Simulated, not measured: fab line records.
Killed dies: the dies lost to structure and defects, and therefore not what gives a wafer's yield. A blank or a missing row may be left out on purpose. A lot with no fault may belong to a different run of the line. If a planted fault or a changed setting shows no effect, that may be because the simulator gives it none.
Which of the tools did it?    flow gf180mcu    39 wafers from 13 lots sampled at 4 of the route's 602 steps

== WHAT THE GAUGES READ, wafer by wafer ==
GF_NSD_CD_MEAS_07: target cd 400 nm.
lot   measured      on         cd_nm (nm)
L717  day 13 15:06  cd_sem-01  401.3 401.7 400.5
L718  day 13 22:18  cd_sem-02  402.9 402.9 403.5
L719  day 14 06:10  cd_sem-01  400.7 401.5 403.9
L720  day 14 10:00  cd_sem-01  396.0 400.3 398.6
L721  day 14 21:57  cd_sem-02  398.4 396.5 398.1
L725  day 16 02:54  cd_sem-01  399.5 398.7 397.8
L726  day 16 08:34  cd_sem-01  401.7 398.1 399.5
L727  day 16 19:53  cd_sem-01  401.7 401.5 402.3
L730  day 17 19:49  cd_sem-02  397.3 399.3 399.3
L735  day 19 14:00  cd_sem-02  400.6 398.0 397.2
L737  day 20 03:50  cd_sem-01  397.9 399.0 397.6
L738  day 20 12:22  cd_sem-01  403.9 403.2 400.6
L740  day 21 12:40  cd_sem-02  400.4 400.2 399.8

GF_SAB_CD_MEAS_09: target cd 420 nm.
lot   measured      on         cd_nm (nm)
L717  day 15 10:22  cd_sem-02  416.8 418.2 420.2
L718  day 15 17:47  cd_sem-02  420.1 419.3 420.1
L719  day 16 02:01  cd_sem-01  419.4 418.2 419.6
L720  day 16 05:46  cd_sem-02  421.0 421.5 422.2
L721  day 16 19:08  cd_sem-02  420.0 419.8 418.2
L725  day 18 01:26  cd_sem-02  425.0 427.8 423.4
L726  day 18 07:11  cd_sem-01  419.1 418.5 418.4
L727  day 18 20:11  cd_sem-02  420.5 422.0 421.8
L730  day 19 21:06  cd_sem-01  438.7 437.9 439.7
L735  day 21 15:29  cd_sem-02  437.3 432.9 434.9
L737  day 22 04:08  cd_sem-02  421.7 420.6 422.8
L738  day 22 13:27  cd_sem-01  419.5 420.3 420.1
L740  day 23 12:21  cd_sem-01  419.1 420.3 421.1

== WHICH TOOL RAN EACH LOT (tool, then ch and the chambers of the sampled wafers, then the start) ==
lot   GF_HV_LDD_STRIP_49                    GF_SAB_EXPOSE_06
L717  plasma_asher-04 ch 0,1, day 12 15:53  iline_stepper-01 ch 0, day 14 23:31
L718  plasma_asher-01 ch 0,1, day 12 22:38  iline_stepper-02 ch 0, day 15 07:21
L719  plasma_asher-04 ch 0, day 13 06:41    iline_stepper-02 ch 0, day 15 15:19
L720  plasma_asher-03 ch 0,1, day 13 10:43  iline_stepper-02 ch 0, day 15 18:58
L721  plasma_asher-03 ch 0,1, day 13 21:41  iline_stepper-01 ch 0, day 16 08:25
L725  plasma_asher-04 ch 0,1, day 15 01:59  iline_stepper-01 ch 0, day 17 14:18
L726  plasma_asher-04 ch 0,1, day 15 06:53  iline_stepper-01 ch 0, day 17 20:02
L727  plasma_asher-03 ch 0,1, day 15 18:59  iline_stepper-01 ch 0, day 18 08:15
L730  plasma_asher-01 ch 0,1, day 16 17:35  iline_stepper-01 ch 0, day 19 08:50
L735  plasma_asher-01 ch 0,1, day 18 10:50  iline_stepper-01 ch 0, day 21 03:55
L737  plasma_asher-01 ch 0,1, day 19 00:20  iline_stepper-02 ch 0, day 21 16:50
L738  plasma_asher-04 ch 0,1, day 19 09:30  iline_stepper-02 ch 0, day 22 02:06
L740  plasma_asher-01 ch 0,1, day 20 09:44  iline_stepper-02 ch 0, day 23 01:26
- GF_HV_LDD_STRIP_49: strips in O2/N2.
- GF_SAB_EXPOSE_06: exposes mask SAB, target cd 420 nm.

== WHAT THE TOOLS THEMSELVES READ (means of the sampled wafers that have a number; where no wafer has one, the mark that the record gives instead) ==
GF_HV_LDD_STRIP_49.
lot   tool             drypump_motor_current_A (A)  heater_power_w (W)  oes_product_au (a.u.)  strip_time_to_endpoint_s (s)
L717  plasma_asher-04  5.6                          290                 0.716                  12.69
L718  plasma_asher-01  6.1                          326                 0.715                  12.65
L719  plasma_asher-04  5.2                          319                 0.715                  12.60
L720  plasma_asher-03  5.6                          336                 0.715                  12.64
L721  plasma_asher-03  5.6                          343                 0.715                  12.61
L725  plasma_asher-04  5.6                          289                 0.715                  12.62
L726  plasma_asher-04  5.4                          309                 0.716                  12.64
L727  plasma_asher-03  5.7                          328                 0.721                  12.65
L730  plasma_asher-01  6.3                          348                 0.719                  12.65
L735  plasma_asher-01  6.0                          326                 0.716                  12.68
L737  plasma_asher-01  6.3                          344                 0.716                  12.64
L738  plasma_asher-04  5.6                          295                 0.719                  12.64
L740  plasma_asher-01  6.3                          344                 0.718                  12.64

GF_SAB_EXPOSE_06.
lot   tool              exposure_dose_mJ_cm2  reticle_temp_C (C)
L717  iline_stepper-01  140.09                23.09
L718  iline_stepper-02  140.15                22.95
L719  iline_stepper-02  140.02                22.98
L720  iline_stepper-02  140.03                23.06
L721  iline_stepper-01  140.09                22.99
L725  iline_stepper-01  140.04                22.93
L726  iline_stepper-01  140.09                23.00
L727  iline_stepper-01  140.04                23.10
L730  iline_stepper-01  131.65                22.92
L735  iline_stepper-01  133.48                22.93
L737  iline_stepper-02  139.93                22.97
L738  iline_stepper-02  140.07                23.08
L740  iline_stepper-02  140.10                22.92

== THE ANSWER, worked out from the rows above alone ==
Rule: the usual values come from the lots themselves. Put in order of their means at a reading, lots are off if they are a third of the lots or fewer, leave a main group of 4 or more, and stand apart from it by a gap of 3 or more times the standard deviation of the main group's means; of several such gaps the widest counts. Not used: any main group whose means are identical at the precision the tables above print for the reading. Also off: a lot with no number at a reading for which 4 or more lots have one. Any other lot the step has rows for is counted as sound. First the gauges in route order, then the tools' own readings, where a lot's mean is used as printed above. At the first step where some lot is off, the reading lying furthest off is the one used; lots without a number count as furthest.
Off, at GF_SAB_CD_MEAS_09 on cd_nm: L730, L735. Mean 420.5 nm and standard deviation 1.9 in the main group.
A tool fits if, at a process step before that reading, it ran every lot that is off, and no sound lot after the first of them. Not tried: the gauges at GF_SAB_CD_MEAS_09; whatever is off there is also off at GF_SAB_EXPOSE_06, on other tools, and gauge error can't account for it. One fits: GF_SAB_EXPOSE_06 on iline_stepper-01. Its last sound lot is L727 (day 18 08:15), its first lot that is off L730 (day 19 08:50): a fault that began between those two fits.
On the lots that are off, the tool's own readings at GF_SAB_EXPOSE_06 differ by more than 5 times the standard deviation of the sound lots' means, which bears it out; exposure_dose_mJ_cm2 reads 132.56 there versus 140.06 on the sound lots.

== WHAT THE SIMULATOR HAD INSERTED ==
Drift in process parameters on iline_stepper-01 at GF_SAB_EXPOSE_06, starting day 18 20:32. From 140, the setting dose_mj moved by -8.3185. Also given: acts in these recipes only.
Struck lots among those shown: L730, L735. This agrees with what the rule above found.
